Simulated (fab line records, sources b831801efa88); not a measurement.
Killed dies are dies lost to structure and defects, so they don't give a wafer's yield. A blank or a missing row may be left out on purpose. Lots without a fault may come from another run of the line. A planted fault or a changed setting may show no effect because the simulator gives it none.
One fault seen from 2 desks | flow gf180mcu | each desk has only its own numbers; what lay behind them comes last

THE TOOL OWNER'S DESK: litho_track-01
The tool's own readings at GF_VT_IMPLANT_SOFTBAKE_03 (time 60 s): means of the sampled wafers that have a number, for each lot that ran on this tool. A lot is out of limits, marked OUT, if its mean lies more than 4 standard deviations from the usual mean; the brackets give that distance.
Columns: A = heater_power_total_W at GF_VT_IMPLANT_SOFTBAKE_03, usual 56.59 W; B = run_length_s at GF_VT_IMPLANT_SOFTBAKE_03, usual 89.14 s
lot  | first seen here | A               | B
L996 | day 5 15:56     | 56.61           | 89.44
L997 | day 6 03:44     | 56.57           | 89.35
L108 | day 8 19:35     | 58.42 (+41) OUT | 84.25 (-19) OUT
L109 | day 9 00:46     | 58.50 (+42) OUT | 84.31 (-19) OUT
L110 | day 9 08:11     | 58.45 (+41) OUT | 84.32 (-19) OUT
This desk's finding: out of limits on L108, L109, L110; first on L108, day 8 19:35 (heater_power_total_W at GF_VT_IMPLANT_SOFTBAKE_03). In limits: L996, L997.

THE METROLOGY DESK
What the gauges read, lot by lot, whatever tool the lot ran on: means of the sampled wafers that have a number. A lot is out of limits, marked OUT, if its mean lies more than 4 standard deviations from the usual mean; the brackets give that distance.
Columns: A = HV_LDD_OVL at GF_HV_LDD_OVL_MEAS_08, usual 0.3 nm; B = V1_CVD_02_THK at GF_V1_THK_MEAS_03, usual 852 nm; C = V1_BOW at GF_V1_BOW_MEAS_05, usual 82 um
lot  | first seen here | A    | B   | C
L994 | day 10 02:41    | 0.2  | 850 | 74
L995 | day 10 04:52    | -0.8 | 857 | 86
L996 | day 10 10:20    | -1.3 | 854 | 84
L997 | day 10 20:59    | 1.3  | 853 | 75
L998 | day 11 08:26    | 0.5  | 870 | 76
L999 | day 11 14:28    | -0.4 | 866 | 73
L100 | day 11 18:13    | 1.7  | 849 | 93
L101 | day 12 04:53    | 1.4  | 853 | 80
L108 | day 14 04:56    | -0.3 | 844 | 91
L109 | day 14 11:08    | -0.1 | 834 | 80
L110 | day 14 19:26    | -0.8 | 849 | 78
L112 | day 16 01:14    | 1.2  | 844 | 81
L113 | day 16 10:43    | 2.1  | 844 | 82
L114 | day 16 14:10    | -1.9 | 848 | 80
L117 | day 17 05:53    | -1.0 | 839 | 79
This desk's finding: nothing out of limits on any of the 15 lots.

PUT TOGETHER
The tool owner's desk could have raised an alarm at day 8 19:35, on L108, L109, L110.
The metrology desk saw nothing out of limits.
The metrology desk has L108, L109, L110 on record, within its limits.
Of the lots named, all ran GF_VT_IMPLANT_SOFTBAKE_03 on litho_track-01.

WHAT THE SIMULATOR HAD PUT IN
Process parameter drift: litho_track-01, from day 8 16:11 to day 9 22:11, at GF_VT_IMPLANT_SOFTBAKE_03. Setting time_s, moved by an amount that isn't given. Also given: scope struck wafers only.
Lots struck among those shown: L108, L109, L110.
Hours from the fault's start to each desk's first reading out of limits: the tool owner's desk, 3.
